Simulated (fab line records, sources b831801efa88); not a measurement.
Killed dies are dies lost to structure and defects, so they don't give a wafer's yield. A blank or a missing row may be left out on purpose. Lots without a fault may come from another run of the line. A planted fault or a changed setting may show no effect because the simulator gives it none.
Split-lot experiment | flow gf180mcu | 5 lots, 23 wafers read, on a route of 602 steps

THE SPLIT
At GF_V2_CVD_00 (deposits SiO2, target thk 600 nm, time 100 s), the setting sih4_flow_sccm was moved away from the recipe's 60 sccm on 9 of the 23 wafers read, by -7.4% to +7.0%. The other wafers ran this setting at the recipe's value.

The file shows no step between the split and the reading.

THE READING
V2_CVD_00_THK, in nm, at GF_V2_THK_MEAS_01. Fault-free wafers of this fab line usually give 598 nm, standard deviation 7 nm.

wafer  | tool, chamber at the split | sih4_flow_sccm as run, sccm | against the recipe | V2_CVD_00_THK, nm | against lot-mates on the recipe
L074.1 | hdpcvd-02, 2               | 64.19                       | +7.0%              | 642               | +42
L074.2 | hdpcvd-02, 1               | 60                          | recipe             | 604               | -
L074.3 | hdpcvd-02, 0               | 60                          | recipe             | 602               | -
L074.5 | hdpcvd-02, 0               | 60                          | recipe             | 593               | -
L074.6 | hdpcvd-02, 1               | 64.19                       | +7.0%              | 643               | +43
L075.1 | hdpcvd-02, 0               | 60                          | recipe             | 590               | -
L075.2 | hdpcvd-02, 2               | 60                          | recipe             | 590               | -
L075.3 | hdpcvd-02, 1               | 63.28                       | +5.5%              | 630               | +38
L075.5 | hdpcvd-02, 1               | 63.28                       | +5.5%              | 626               | +34
L075.6 | hdpcvd-02, 2               | 60                          | recipe             | 596               | -
L076.1 | hdpcvd-01, 0               | 60                          | recipe             | 601               | -
L076.3 | hdpcvd-01, 2               | 63.12                       | +5.2%              | 622               | +21
L076.4 | hdpcvd-01, 1               | 60                          | recipe             | 600               | -
L076.5 | hdpcvd-01, 2               | 63.12                       | +5.2%              | 630               | +29
L076.6 | hdpcvd-01, 0               | 60                          | recipe             | 602               | -
L081.1 | hdpcvd-02, 1               | 55.55                       | -7.4%              | 561               | -38
L081.2 | hdpcvd-02, 2               | 55.55                       | -7.4%              | 552               | -47
L081.3 | hdpcvd-02, 0               | 60                          | recipe             | 596               | -
L081.4 | hdpcvd-02, 2               | 55.55                       | -7.4%              | 551               | -48
L081.6 | hdpcvd-02, 0               | 60                          | recipe             | 602               | -
L084.1 | hdpcvd-01, 0               | 60                          | recipe             | 603               | -
L084.3 | hdpcvd-01, 2               | 60                          | recipe             | 595               | -
L084.4 | hdpcvd-01, 1               | 60                          | recipe             | 608               | -

THE FIT
A straight line over all 23 wafers: V2_CVD_00_THK changes by +5.84 nm for each +1% of sih4_flow_sccm; r = +0.98; the points scatter about the line by 5.1 nm.
The same after taking each lot's own level away (the mean of its wafers on the recipe; 23 wafers): +5.95 nm for each +1%; r = +0.99; scatter 4.4 nm.
On that fit, the largest move of sih4_flow_sccm shifts the reading by 44 nm.
The lots' own levels span 592.0 to 602.0 nm, that is 1.4 times the standard deviation above.
So the lot-to-lot level changes the slope little: the two slopes agree.
Check: with one of the wafers moved furthest among these (-7.4%) left out of the fit, the line predicts -46 nm for it against its lot-mates. It came out at -38 nm against them.

OTHER SPLITS ON THESE WAFERS
These wafers also went through other splits before the reading. Each is held against what the fit with the lots' levels taken away leaves over:
other split on the same wafers | wafers away from the commonest value | r with V2_CVD_00_THK (lot level and that fit taken away)
GF_M2_COAT_09 resist_thk_nm    | 10                                   | -0.05
GF_M2_PEB_12 peb_temp_c        | 5                                    | +0.08

THE WHOLE CHAIN: every reading that the file lists as answering this split, in the file's order
step              | what it does                                 | reading                                                                   | change (the file's fit)              | r (the file's)
GF_V2_CVD_00      | deposits SiO2, target thk 600 nm, time 100 s | SiO2_of_V2_CVD_00.thk_nm (the simulator's own value, which no gauge read) | +5.89 nm for each +1% of the setting | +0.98
GF_V2_THK_MEAS_01 |                                              | V2_CVD_00_THK                                                             | +5.93 for each +1% of the setting    | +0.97

THE FILE'S OWN FIT
V2_CVD_00_THK changes by +5.93 nm for each +1% of sih4_flow_sccm, r = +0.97.
